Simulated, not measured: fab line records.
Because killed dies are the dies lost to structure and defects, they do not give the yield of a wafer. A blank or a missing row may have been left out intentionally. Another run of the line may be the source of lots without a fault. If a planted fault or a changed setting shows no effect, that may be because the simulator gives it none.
Struck lot and sound lot, side by side -- flow sky130 -- 20 out of 708 route steps
Sound: these wafers, L829.4, L829.5, L829.6. Struck: wafers L837.1, L837.2, L837.4. Last of all comes the cause.
Order at every step that has rows: each side's tool, ch and its chambers, its first start. Under that, the readings that differ: sound wafers -- struck wafers -- difference of the means -- sigmas: that difference in standard deviations of wafers without a fault.
alike: a reading whose means differ by less than 2 such deviations, as well as words and numbers matching on both sides. not compared: withheld readings; readings where some wafer has no value; bounds like >300 that might hide an equal value; numbers whose values overlap and for which the record gives no deviation.
A row with sigmas, a row that says differs or no value, or rows on one side alone: a step with any of these is where the two part. Numbers that have no deviation but don't overlap get no sigmas and don't part them. Lack of a reading on every wafer of one side parts them only where that side has two or more wafers.

SKY_POLY_GATE_CD_MEAS_22:
  sound on cd sem-01, day 18 00:02; struck on cd sem-02, day 20 20:10
  alike: cd nm
then, 7 steps without rows for these wafers: SKY_LDD_N_DEHYDRATE_00 (time 60 s); SKY_LDD_N_HMDS_01 (prime time 60 s); SKY_LDD_N_COAT_02 (resist thk 300 nm); SKY_LDD_N_SOFTBAKE_03 (time 60 s); SKY_LDD_N_EXPOSE_04 (exposes mask NTM, target cd 840 nm); SKY_LDD_N_PEB_05; SKY_LDD_N_DEVELOP_06 (develop time 60 s).
SKY_LDD_N_OVL_MEAS_07:
  sound on overlay-02, day 19 06:01; struck on overlay-01, day 22 02:10
  alike: LDD_N_OVL
then, 3 steps without rows for these wafers: SKY_LDD_N_IMPLANT_08; SKY_LDD_N_IMPLANT_09; SKY_LDD_N_IMPLANT_10.
SKY_LDD_N_IMPLANT_11:
  sound on implanter-02 ch 0, day 19 06:34; struck on implanter-02 ch 0, day 22 02:39
reading,sound,struck,difference,sigmas
dose ions cm2,7.492e+13 7.505e+13 7.486e+13,4.193e+13 4.195e+13 4.2e+13,-3.298e+13,-99 or more
faraday current uA,436 416 419,226 225 233,-196,-23
then, 4 steps without rows for these wafers: SKY_LDD_N_IMPLANT_12; SKY_LDD_N_IMPLANT_13; SKY_LDD_N_IMPLANT_14; SKY_LDD_N_IMPLANT_15.
SKY_LDD_N_STRIP_16: strips in O2/N2.
  sound on plasma asher-01 ch 0,1, day 19 07:16; struck on plasma asher-03 ch 0,1, day 22 03:24
reading,sound,struck,difference,sigmas
drypump motor current A (A),5.3 5.5 5.3,6.2 6.2 6.2,+0.8,+3
strip time to endpoint s (s),4.305 4.320 4.304,4.225 4.201 4.235,-0.089,-6
  alike: oes product au
  not compared: rf hours counter h
SKY_LDD_N_TW_MEAS_17:
  sound on film metro-02, day 19 07:22; struck on film metro-03, day 22 03:30
  alike: LDD_N_TW
-- a jump in the record: the struck wafers' starts before and after are 26 days apart (it breaks off in module LDD_N and resumes in module PAD_OPEN, where the first step shown is number 708 of the route) --
SKY_PAD_OPEN_PROBE_99:
  sound on prober-01, day 46 18:16; struck on prober-01, day 48 11:13
reading,sound,struck,difference,sigmas
model.etest.tip n.rs ohm sq,435.7 436.2 437.4,473.4 473 470.4,+35.8,
  alike: killed_at_M0_to_M3, killed_at_M4_up, killed at contacts, killed at front end, killed at other, killed dies, killed on rim, killed open, killed short
  not compared: model.etest.nfet_01v8_turned.vt sat v

== WHERE THEY PART ==
First at SKY_LDD_N_IMPLANT_11; last, within this record, at SKY_LDD_N_STRIP_16. Later steps at which nothing parts them and some readings are alike: SKY_LDD_N_TW_MEAS_17, SKY_PAD_OPEN_PROBE_99.

WHY: what had been put in by the simulator
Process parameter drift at SKY_LDD_N_IMPLANT_11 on implanter-02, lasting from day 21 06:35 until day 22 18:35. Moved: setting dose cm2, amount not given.
